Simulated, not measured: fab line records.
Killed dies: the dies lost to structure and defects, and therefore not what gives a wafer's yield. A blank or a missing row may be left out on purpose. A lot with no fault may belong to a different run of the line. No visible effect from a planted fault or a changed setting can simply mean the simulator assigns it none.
Which tool did it? / flow gf180mcu / 39 wafers from 13 lots sampled at 4 of the route's 602 steps

WHAT THE GAUGES READ, wafer by wafer
GF_SALICIDE_RS_MEAS_04: measurement is done with a four-point probe.
lot=L730; measured=day 14 17:55; on=film_metro-04; SALICIDE_TIN_RS (ohm/sq)=16.09 16.16 16.49
lot=L731; measured=day 15 02:55; on=film_metro-01; SALICIDE_TIN_RS (ohm/sq)=16.76 16.55 16.73
lot=L733; measured=day 15 22:35; on=film_metro-01; SALICIDE_TIN_RS (ohm/sq)=16.48 16.62 16.84
lot=L734; measured=day 16 10:16; on=film_metro-04; SALICIDE_TIN_RS (ohm/sq)=16.45 16.10 16.49
lot=L736; measured=day 17 03:37; on=film_metro-02; SALICIDE_TIN_RS (ohm/sq)=16.06 15.90 15.90
lot=L738; measured=day 17 18:59; on=film_metro-01; SALICIDE_TIN_RS (ohm/sq)=16.13 16.57 16.42
lot=L740; measured=day 19 12:32; on=film_metro-04; SALICIDE_TIN_RS (ohm/sq)=16.48 16.44 16.41
lot=L741; measured=day 19 23:43; on=film_metro-02; SALICIDE_TIN_RS (ohm/sq)=16.54 16.32 16.58
lot=L742; measured=day 20 04:48; on=film_metro-01; SALICIDE_TIN_RS (ohm/sq)=12.64 12.60 12.57
lot=L747; measured=day 21 12:02; on=film_metro-04; SALICIDE_TIN_RS (ohm/sq)=12.70 12.59 12.56
lot=L746; measured=day 21 13:31; on=film_metro-01; SALICIDE_TIN_RS (ohm/sq)=16.43 16.50 16.66
lot=L750; measured=day 22 01:11; on=film_metro-01; SALICIDE_TIN_RS (ohm/sq)=16.75 16.46 16.14
lot=L751; measured=day 22 16:11; on=film_metro-04; SALICIDE_TIN_RS (ohm/sq)=16.56 16.28 16.17

GF_V1_THK_MEAS_01.
lot=L730; measured=day 16 16:47; on=film_metro-03; V1_CVD_00_THK (nm)=623 615 615
lot=L731; measured=day 17 02:58; on=film_metro-03; V1_CVD_00_THK (nm)=616 623 607
lot=L733; measured=day 17 23:12; on=film_metro-02; V1_CVD_00_THK (nm)=623 618 619
lot=L734; measured=day 18 11:25; on=film_metro-01; V1_CVD_00_THK (nm)=616 615 614
lot=L736; measured=day 19 05:06; on=film_metro-01; V1_CVD_00_THK (nm)=622 615 614
lot=L738; measured=day 19 22:55; on=film_metro-03; V1_CVD_00_THK (nm)=617 613 621
lot=L740; measured=day 21 16:05; on=film_metro-02; V1_CVD_00_THK (nm)=626 629 627
lot=L741; measured=day 22 02:04; on=film_metro-01; V1_CVD_00_THK (nm)=612 623 612
lot=L742; measured=day 22 07:22; on=film_metro-01; V1_CVD_00_THK (nm)=607 609 609
lot=L747; measured=day 23 12:56; on=film_metro-02; V1_CVD_00_THK (nm)=620 622 617
lot=L746; measured=day 23 14:43; on=film_metro-02; V1_CVD_00_THK (nm)=616 626 623
lot=L750; measured=day 24 02:39; on=film_metro-02; V1_CVD_00_THK (nm)=615 609 604
lot=L751; measured=day 24 17:01; on=film_metro-01; V1_CVD_00_THK (nm)=607 610 614

WHICH TOOL RAN EACH LOT (tool, then ch and the chambers of the sampled wafers, then the start)
lot=L730; GF_VT_IMPLANT_STRIP_20=plasma_asher-01 ch 0,1, day 6 01:36; GF_SALICIDE_SPUTTER_02=pvd_sputter-03, day 14 17:50
lot=L731; GF_VT_IMPLANT_STRIP_20=plasma_asher-02 ch 0,1, day 6 09:16; GF_SALICIDE_SPUTTER_02=pvd_sputter-01, day 15 02:52
lot=L733; GF_VT_IMPLANT_STRIP_20=plasma_asher-01 ch 0,1, day 6 20:01; GF_SALICIDE_SPUTTER_02=pvd_sputter-03, day 15 22:32
lot=L734; GF_VT_IMPLANT_STRIP_20=plasma_asher-01 ch 0,1, day 7 03:45; GF_SALICIDE_SPUTTER_02=pvd_sputter-03, day 16 10:13
lot=L736; GF_VT_IMPLANT_STRIP_20=plasma_asher-02 ch 0,1, day 7 15:04; GF_SALICIDE_SPUTTER_02=pvd_sputter-02, day 17 03:34
lot=L738; GF_VT_IMPLANT_STRIP_20=plasma_asher-01 ch 0,1, day 8 04:40; GF_SALICIDE_SPUTTER_02=pvd_sputter-03, day 17 18:55
lot=L740; GF_VT_IMPLANT_STRIP_20=plasma_asher-03 ch 0,1, day 9 09:39; GF_SALICIDE_SPUTTER_02=pvd_sputter-02, day 19 12:29
lot=L741; GF_VT_IMPLANT_STRIP_20=plasma_asher-01 ch 0,1, day 9 19:49; GF_SALICIDE_SPUTTER_02=pvd_sputter-02, day 19 23:40
lot=L742; GF_VT_IMPLANT_STRIP_20=plasma_asher-02 ch 0,1, day 9 22:49; GF_SALICIDE_SPUTTER_02=pvd_sputter-02, day 20 04:44
lot=L747; GF_VT_IMPLANT_STRIP_20=plasma_asher-02 ch 0,1, day 10 21:07; GF_SALICIDE_SPUTTER_02=pvd_sputter-02, day 21 11:58
lot=L746; GF_VT_IMPLANT_STRIP_20=plasma_asher-03 ch 0,1, day 10 21:25; GF_SALICIDE_SPUTTER_02=pvd_sputter-03, day 21 13:28
lot=L750; GF_VT_IMPLANT_STRIP_20=plasma_asher-01 ch 0,1, day 11 11:43; GF_SALICIDE_SPUTTER_02=pvd_sputter-01, day 22 01:08
lot=L751; GF_VT_IMPLANT_STRIP_20=plasma_asher-01 ch 0,1, day 11 21:52; GF_SALICIDE_SPUTTER_02=pvd_sputter-01, day 22 16:08
- GF_VT_IMPLANT_STRIP_20: strips in O2/N2.
- GF_SALICIDE_SPUTTER_02: material Co, target thk 10 nm, time 20 s.

WHAT THE TOOLS THEMSELVES READ (means of the sampled wafers that have a number; where no wafer has one, the mark that the record gives instead)
GF_VT_IMPLANT_STRIP_20.
lot=L730; tool=plasma_asher-01; drypump_motor_current_A (A)=5.5; heater_power_w (W)=329; oes_product_au (a.u.)=0.718; strip_time_to_endpoint_s (s)=12.581
lot=L731; tool=plasma_asher-02; drypump_motor_current_A (A)=5.6; heater_power_w (W)=340; oes_product_au (a.u.)=0.713; strip_time_to_endpoint_s (s)=12.613
lot=L733; tool=plasma_asher-01; drypump_motor_current_A (A)=5.4; heater_power_w (W)=334; oes_product_au (a.u.)=0.715; strip_time_to_endpoint_s (s)=12.654
lot=L734; tool=plasma_asher-01; drypump_motor_current_A (A)=5.5; heater_power_w (W)=333; oes_product_au (a.u.)=0.713; strip_time_to_endpoint_s (s)=12.676
lot=L736; tool=plasma_asher-02; drypump_motor_current_A (A)=5.7; heater_power_w (W)=337; oes_product_au (a.u.)=0.719; strip_time_to_endpoint_s (s)=12.616
lot=L738; tool=plasma_asher-01; drypump_motor_current_A (A)=5.5; heater_power_w (W)=354; oes_product_au (a.u.)=0.712; strip_time_to_endpoint_s (s)=12.634
lot=L740; tool=plasma_asher-03; drypump_motor_current_A (A)=5.9; heater_power_w (W)=296; oes_product_au (a.u.)=0.716; strip_time_to_endpoint_s (s)=12.637
lot=L741; tool=plasma_asher-01; drypump_motor_current_A (A)=5.5; heater_power_w (W)=349; oes_product_au (a.u.)=0.717; strip_time_to_endpoint_s (s)=12.654
lot=L742; tool=plasma_asher-02; drypump_motor_current_A (A)=5.6; heater_power_w (W)=339; oes_product_au (a.u.)=0.710; strip_time_to_endpoint_s (s)=12.599
lot=L747; tool=plasma_asher-02; drypump_motor_current_A (A)=5.6; heater_power_w (W)=343; oes_product_au (a.u.)=0.717; strip_time_to_endpoint_s (s)=12.599
lot=L746; tool=plasma_asher-03; drypump_motor_current_A (A)=6.2; heater_power_w (W)=302; oes_product_au (a.u.)=0.718; strip_time_to_endpoint_s (s)=12.652
lot=L750; tool=plasma_asher-01; drypump_motor_current_A (A)=5.5; heater_power_w (W)=334; oes_product_au (a.u.)=0.716; strip_time_to_endpoint_s (s)=12.595
lot=L751; tool=plasma_asher-01; drypump_motor_current_A (A)=5.5; heater_power_w (W)=361; oes_product_au (a.u.)=0.714; strip_time_to_endpoint_s (s)=12.608

GF_SALICIDE_SPUTTER_02.
lot=L730; tool=pvd_sputter-03; throttle_valve_pct (%)=29.8
lot=L731; tool=pvd_sputter-01; throttle_valve_pct (%)=30.2
lot=L733; tool=pvd_sputter-03; throttle_valve_pct (%)=29.6
lot=L734; tool=pvd_sputter-03; throttle_valve_pct (%)=29.1
lot=L736; tool=pvd_sputter-02; throttle_valve_pct (%)=29.1
lot=L738; tool=pvd_sputter-03; throttle_valve_pct (%)=29.5
lot=L740; tool=pvd_sputter-02; throttle_valve_pct (%)=29.8
lot=L741; tool=pvd_sputter-02; throttle_valve_pct (%)=29.3
lot=L742; tool=pvd_sputter-02; throttle_valve_pct (%)=29.0
lot=L747; tool=pvd_sputter-02; throttle_valve_pct (%)=30.2
lot=L746; tool=pvd_sputter-03; throttle_valve_pct (%)=29.7
lot=L750; tool=pvd_sputter-01; throttle_valve_pct (%)=30.1
lot=L751; tool=pvd_sputter-01; throttle_valve_pct (%)=30.0

THE ANSWER, worked out from the rows above alone
Rule: the usual values come from the lots themselves. Put in order of their means at a reading, lots are off if they are a third of the lots or fewer, leave a main group of 4 or more, and stand apart from it by a gap of 3 or more times the standard deviation of the main group's means; of several such gaps the widest counts. The tables above print the reading to a certain number of digits; a main group whose means all agree to those digits is not used. A lot without any number at a reading at which 4 lots or more have one is off too. Where the step has rows for the other lots, those lots are counted as sound. After the gauges, taken in route order, come the tools' own readings; for these a lot's mean is taken, as printed above. At the first step where some lot is off, the reading lying furthest off is the one used; lots without a number count as furthest.
Off: at GF_SALICIDE_RS_MEAS_04 (SALICIDE_TIN_RS), L742, L747. The main group has a mean of 16.41 ohm/sq with a standard deviation of 0.19.
A tool fits if, at a process step before that reading, it ran every lot that is off, and no sound lot after the first of them. Gauges at GF_SALICIDE_RS_MEAS_04: tried the same way as those tools. This does not decide it: 2 tools fit, namely plasma_asher-02 at GF_VT_IMPLANT_STRIP_20 and pvd_sputter-02 at GF_SALICIDE_SPUTTER_02.

WHAT HAD BEEN PUT IN BY THE SIMULATOR
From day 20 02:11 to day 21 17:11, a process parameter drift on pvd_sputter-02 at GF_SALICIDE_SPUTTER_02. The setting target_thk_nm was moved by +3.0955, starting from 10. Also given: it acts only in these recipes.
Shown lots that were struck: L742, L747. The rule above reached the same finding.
